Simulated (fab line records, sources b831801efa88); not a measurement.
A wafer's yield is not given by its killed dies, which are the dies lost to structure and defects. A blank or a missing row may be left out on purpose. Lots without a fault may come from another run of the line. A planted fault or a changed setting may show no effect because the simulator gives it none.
A single fault, viewed from 2 desks + flow gf180mcu + each desk holds nothing but its own numbers, with what lay behind them at the end

== METROLOGY DESK ==
What the gauges read, lot by lot, whatever tool the lot ran on: means of the sampled wafers that have a number. The brackets show how far a lot's mean lies from the usual mean; more than 4 standard deviations puts the lot out of limits, marked OUT.
Columns: A = STI_OXIDATION_THK at GF_STI_THK_MEAS_02, usual 10.00 nm; B = STI_CVD_03_THK at GF_STI_THK_MEAS_04, usual 207.1 nm; C = cd_nm at GF_STI_CD_MEAS_12, usual 220.1 nm
| lot  | first seen here | A     | B     | C     |
|------|-----------------|-------|-------|-------|
| L925 | day 2 08:09     | 9.94  | 206.5 | 218.8 |
| L926 | day 2 12:31     | 10.00 | 205.6 | 222.0 |
| L927 | day 2 20:11     | 10.07 | 206.3 | 217.1 |
| L928 | day 3 00:32     | 9.85  | 208.0 | 220.0 |
| L929 | day 3 04:30     | 10.08 | 208.6 | 220.9 |
| L937 | day 4 19:32     | 9.92  | 207.9 | 220.4 |
| L940 | day 5 10:32     | 9.92  | 204.2 | 219.6 |
This desk's finding: nothing out of limits on any of the 7 lots.

== THE TOOL OWNER'S DESK: rie_si-01 ==
The tool's own readings at GF_STI_ETCH_14 (etches Si in HBr/Cl2/O2, target depth 360 nm, time 102.9 s): means of the sampled wafers that have a number, for each lot that ran on this tool. The brackets show how far a lot's mean lies from the usual mean; more than 4 standard deviations puts the lot out of limits, marked OUT.
Columns: A = drypump_motor_current_A at GF_STI_ETCH_14, usual 5.6 A; B = oes_product_au at GF_STI_ETCH_14, usual 1.000 a.u.; C = rf_fwd_power_W at GF_STI_ETCH_14, usual 596.5 W; D = throttle_valve_pct at GF_STI_ETCH_14, usual 25.658 %
| lot  | first seen here | A   | B     | C               | D      |
|------|-----------------|-----|-------|-----------------|--------|
| L925 | day 2 23:19     | 5.8 | 1.008 | 596.9           | 25.655 |
| L926 | day 3 02:36     | 5.5 | 1.011 | 598.0           | 25.651 |
| L927 | day 3 10:42     | 5.9 | 1.047 | 693.5 (+51) OUT | 25.619 |
| L928 | day 3 14:45     | 5.7 | 1.061 | 691.8 (+50) OUT | 25.613 |
| L929 | day 3 20:48     | 5.7 | 1.056 | 692.4 (+50) OUT | 25.619 |
This desk's verdict: out of limits on L927, L928, L929, starting with L927 at day 3 10:42 (rf_fwd_power_W at GF_STI_ETCH_14). L925, L926 stayed within limits.

== ALL TOGETHER ==
On L927, L928, L929, at day 3 10:42, an alarm was possible from the tool owner's desk.
The metrology desk saw nothing out of limits.
The metrology desk has L927, L928, L929 on record, within its limits.
All the named lots went through GF_STI_ETCH_14 on rie_si-01.

== WHAT THE SIMULATOR PUT IN ==
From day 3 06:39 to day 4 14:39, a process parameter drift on rie_si-01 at GF_STI_ETCH_14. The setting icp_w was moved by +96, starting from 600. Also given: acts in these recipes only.
Struck lots among those shown: L927, L928, L929.
Delay in hours, fault start to first out-of-limits reading, by desk: the tool owner's desk at 4.
